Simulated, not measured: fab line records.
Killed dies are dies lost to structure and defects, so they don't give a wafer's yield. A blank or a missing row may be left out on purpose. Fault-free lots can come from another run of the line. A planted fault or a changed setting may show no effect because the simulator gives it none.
Which of the tools did it? ; flow sky130 ; 42 wafers from 14 lots sampled at 3 of the route's 708 steps

## WHAT THE GAUGES SHOWED, per wafer
Not one reading of a measure or inspect step in the record can be checked against a usual standard deviation.

## WHAT TOOL EACH LOT RAN ON (gives the tool, then ch and the chambers of the sampled wafers, and finally the start)
lot;SKY_METAL2_COAT_09;SKY_METAL2_ETCH_18;SKY_PAD_OPEN_PROBE_99
L911;litho track-01 ch 0, day 35 08:16;rie metal-02 ch 0,1, day 35 22:19;prober-01, day 46 13:24
L912;litho track-03 ch 0, day 35 08:20;rie metal-01 ch 0,1, day 35 22:39;prober-02, day 46 13:43
L913;litho track-02 ch 0, day 35 13:13;rie metal-01 ch 0,1, day 36 02:42;prober-01, day 46 15:35
L914;litho track-03 ch 0, day 35 23:17;rie metal-04 ch 1, day 36 13:25;prober-02, day 46 22:01
L915;litho track-03 ch 0, day 36 03:41;rie metal-01 ch 0,1, day 36 17:43;prober-01, day 47 00:29
L916;litho track-01 ch 0, day 36 20:04;rie metal-04 ch 0,1, day 37 09:10;prober-02, day 47 15:59
L919;litho track-01 ch 0, day 37 12:31;rie metal-04 ch 0,1, day 38 02:19;prober-01, day 48 03:30
L921;litho track-01 ch 0, day 38 09:46;rie metal-02 ch 0, day 38 22:44;prober-01, day 48 17:48
L923;litho track-02 ch 0, day 38 19:32;rie metal-04 ch 0,1, day 39 08:34;prober-01, day 48 23:56
L928;litho track-03 ch 0, day 40 09:33;rie metal-01 ch 0,1, day 40 22:22;prober-02, day 50 06:04
L930;litho track-01 ch 0, day 40 17:00;rie metal-04 ch 1, day 41 06:01;prober-02, day 50 09:04
L931;litho track-01 ch 0, day 40 22:30;rie metal-02 ch 1, day 41 10:52;prober-01, day 50 12:20
L932;litho track-01 ch 0, day 41 11:39;rie metal-04 ch 0,1, day 41 23:41;prober-02, day 50 22:19
L933;litho track-01 ch 0, day 41 12:22;rie metal-01 ch 0,1, day 42 01:01;prober-01, day 50 23:40
- SKY_METAL2_COAT_09: resist thk 60 nm.
- SKY_METAL2_ETCH_18: etches BARC in N2/H2, stops on SiO2, time 45.9 s, target depth 60 nm.
- SKY_PAD_OPEN_PROBE_99

## WHAT THE TOOLS THEMSELVES READ (means of the sampled wafers that have a number; where no wafer has one, the mark that the record gives instead)
SKY_METAL2_ETCH_18.
lot;tool;bias w (W);drypump motor current A (A);oes product au (a.u.);throttle valve pct (%)
L911;rie metal-02;99.9;5.3;0.851;13.215
L912;rie metal-01;100.1;5.4;0.855;13.222
L913;rie metal-01;99.8;5.4;0.852;13.220
L914;rie metal-04;100.0;5.7;0.849;13.225
L915;rie metal-01;100.2;5.4;0.849;13.229
L916;rie metal-04;100.1;6.0;0.849;13.219
L919;rie metal-04;100.1;5.8;0.823;13.214
L921;rie metal-02;99.5;5.0;0.824;13.226
L923;rie metal-04;99.5;6.0;0.851;13.215
L928;rie metal-01;100.3;5.4;0.855;13.230
L930;rie metal-04;100.2;5.7;0.850;13.233
L931;rie metal-02;100.3;5.8;0.857;13.223
L932;rie metal-04;100.1;6.0;0.851;13.223
L933;rie metal-01;100.1;5.4;0.848;13.225

SKY_PAD_OPEN_PROBE_99.
lot;tool;defect limited yield (%);killed_at_M0_to_M3;killed_at_M4_up;killed at contacts;killed at front end;killed at other;killed dies;killed open;killed short;sort_bin_3_pad_short (%);sort_bin_5_function (%);sort_bin_6_memory (%);sort n pass;sort yield pct (%)
L911;prober-01;85.1;32;4.7;22;15;0.7;73;39;34;1.1;7.8;6.0;419;85.1
L912;prober-02;81.3;43;5.0;26;17;0.3;92;47;45;1.0;10.6;7.1;400;81.3
L913;prober-01;84.6;38;3.7;22;12;0.3;76;40;36;0.6;9.6;5.2;416;84.6
L914;prober-02;83.0;38;3.7;28;13;0.7;83;47;37;0.7;9.4;6.8;409;83.0
L915;prober-01;83.2;42;1.3;23;15;0.7;82;48;34;1.1;9.7;5.9;410;83.2
L916;prober-02;82.9;41;3.0;25;15;0.3;84;42;41;0.7;10.9;5.6;408;82.9
L919;prober-01;81.6;43;4.0;27;17;0.0;90;48;43;0.7;10.7;7.0;402;81.6
L921;prober-01;81.6;39;5.0;36;10;0.0;90;47;43;1.1;11.1;6.2;402;81.6
L923;prober-01;82.6;40;2.3;24;17;1.3;85;45;39;0.9;9.9;6.5;407;82.6
L928;prober-02;81.0;44;6.0;25;18;0.3;93;47;46;0.9;11.3;6.8;399;81.0
L930;prober-02;84.1;39;1.7;22;15;0.3;78;47;31;0.6;9.5;5.8;414;84.1
L931;prober-01;84.6;39;3.3;20;13;0.0;76;44;32;0.5;10.1;4.8;416;84.6
L932;prober-02;81.1;48;3.7;24;16;0.3;93;48;44;1.1;11.3;6.5;399;81.1
L933;prober-01;82.8;42;3.0;26;13;0.3;85;48;36;1.1;10.3;5.8;407;82.8

## THE ANSWER, worked out from the rows above alone
Rule: what is usual is taken from the lots themselves. The widest of any qualifying gaps counts: lots, ordered by their means at a reading, are off when they make up no more than a third of the lots, leave a main group of 4 or more, and stand apart from it by 3 or more times the standard deviation of that group's means. A main group is skipped when, at the precision printed for the reading in the tables above, its means are all equal. A lot without any number at a reading at which 4 lots or more have one is off too. The other lots that the step has rows for count as sound. The gauges are gone through in route order, then the tools' own readings, and for those a lot's mean is taken as printed above. At the first step where some lot is off, the reading lying furthest off is the one used; lots without a number count as furthest.
Off: L919, L921, at SKY_METAL2_ETCH_18 (oes product au). Mean 0.851 a.u. and standard deviation 0.0027 in the main group.
If a tool, at that step or one of the process steps before it, ran each lot that is off and ran no sound lot following the first of them, it fits. No candidate that was tried fits.

## WHAT WAS PUT IN BY THE SIMULATOR
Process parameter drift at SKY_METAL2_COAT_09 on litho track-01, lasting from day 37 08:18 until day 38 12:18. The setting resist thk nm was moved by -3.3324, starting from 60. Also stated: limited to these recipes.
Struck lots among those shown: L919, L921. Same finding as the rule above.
